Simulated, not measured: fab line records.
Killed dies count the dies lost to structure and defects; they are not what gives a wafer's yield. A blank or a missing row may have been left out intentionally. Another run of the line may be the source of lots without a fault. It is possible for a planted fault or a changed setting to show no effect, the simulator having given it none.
Struck lot and sound lot, side by side | flow sky130 | 16 out of 708 route steps
Sound: these wafers, L935.1, L935.3, L935.5. The struck wafers were L929.1, L929.2, L929.5. The cause comes at the end.
Order at every step that has rows: each side's tool, ch and its chambers, its first start. Under that, the readings that differ: sound wafers | struck wafers | difference of the means | sigmas: that difference in standard deviations of wafers without a fault.
alike: readings whose means differ by less than 2 such deviations, and words and numbers that are the same on both sides. not compared: withheld readings, readings that some wafer has no value for, bounds like >300 that may hide the same value, and numbers for which the record gives no deviation and whose values overlap.
A row with sigmas, a row that says differs or no value, or rows on one side alone: a step with any of these is where the two part. When numbers do not overlap yet have no deviation, they are printed without sigmas and do not part them. A reading that every wafer of one side lacks parts them only if that side has two wafers or more.

SKY_SPACER_THK_MEAS_01:
  sound on filmMetro-02 at day 27 17:20; struck on filmMetro-02 at day 25 23:47
  alike: SPACER_CVD_00_THK
SKY_SPACER_ETCHBACK_02: etches Si3N4 in CH3F/O2, stops on SiO2, time 46.7 s, target depth 45 nm.
  sound on rieDiel-04 ch 0,1,2, day 27 17:23; struck on rieDiel-03 ch 1,3, day 25 23:50
  alike: drypumpMotorCurrentA, oesProductAu, throttleValvePct
  not compared: rfHoursCounterH
then, 8 steps without rows for these wafers: SKY_POLY_CUT_DEHYDRATE_00 (time 60 s); SKY_POLY_CUT_HMDS_01 (prime time 60 s); SKY_POLY_CUT_COAT_02 (resist thk 60 nm); SKY_POLY_CUT_COAT_03 (resist thk 450 nm); SKY_POLY_CUT_SOFTBAKE_04 (time 90 s); SKY_POLY_CUT_EXPOSE_05 (exposes mask NPCM, target cd 270 nm); SKY_POLY_CUT_PEB_06; SKY_POLY_CUT_DEVELOP_07 (develop time 60 s).
SKY_POLY_CUT_CD_MEAS_08: target cd 270 nm.
  sound on cdSem-01 at day 28 21:23; struck on cdSem-01 at day 27 04:56
  alike: cdNm
SKY_POLY_CUT_OVL_MEAS_09:
  sound on overlay-02 at day 28 21:30; struck on overlay-02 at day 27 05:03
  alike: POLY_CUT_OVL
SKY_POLY_CUT_ETCH_10: etches BARC in N2/H2, stops on SiO2, time 45.9 s, target depth 60 nm.
  sound on rieDiel-03 ch 0,3, day 28 21:32; struck on rieDiel-03 ch 0,2, day 27 05:05
  no value came back on the struck wafers for any of 6 readings (biasW (W), chamberPressureMTorr (mTorr) and others); on the sound wafers biasW (W) reads 99.9 99.7 99.8
reading                                        | sound             | struck          | difference | sigmas
model.KrF-thick_of_POLY_CUT_COAT_03.thkNm (nm) | 407.4 406.7 406.4 | 436.9 437.2 437 | +30.2      | 
  not compared: rfHoursCounterH
SKY_POLY_CUT_ETCH_11: etches Si3N4 in CF4/CH2F2/Ar, stops on poly-Si, time 42.5 s, target depth 60 nm.
  sound on rieDiel-03 ch 0,3, day 28 21:34; struck on rieDiel-03 ch 0,2, day 27 05:07
reading              | sound                | struck               | difference | sigmas
oesProductAu (a.u.)  | 0.836 0.832 0.822    | 0.373 0.373 0.376    | -0.456     | -68
throttleValvePct (%) | 15.000 14.984 14.986 | 14.945 14.953 14.946 | -0.042     | -5
  alike: biasW, cf4FlowSccm, drypumpMotorCurrentA
  not compared: rfHoursCounterH
SKY_POLY_CUT_STRIP_12: strips in O2/N2.
  sound on plasmaAsher-01 ch 0,1, day 28 21:37; struck on plasmaAsher-02 ch 0,1, day 27 05:10
reading                  | sound             | struck            | difference | sigmas
oesProductAu (a.u.)      | 0.443 0.448 0.447 | 0.462 0.471 0.469 | +0.021     | +5
stripTimeToEndpointS (s) | 5.370 5.355 5.348 | 5.645 5.647 5.630 | +0.283     | +17
  alike: drypumpMotorCurrentA
  not compared: rfHoursCounterH
-- the record jumps here: 21 days lie between the struck wafers' starts before and after (it left off in module POLY_CUT and takes up again in module PAD_OPEN, whose first step shown is number 708 of the route) --
SKY_PAD_OPEN_PROBE_99:
  the record has rows for the struck wafers here (prober-01, day 47 18:45) and none for the sound ones

== WHERE THEY PART ==
Last at SKY_PAD_OPEN_PROBE_99 as far as this record goes, first at SKY_POLY_CUT_ETCH_10.

WHY: what had been put in by the simulator
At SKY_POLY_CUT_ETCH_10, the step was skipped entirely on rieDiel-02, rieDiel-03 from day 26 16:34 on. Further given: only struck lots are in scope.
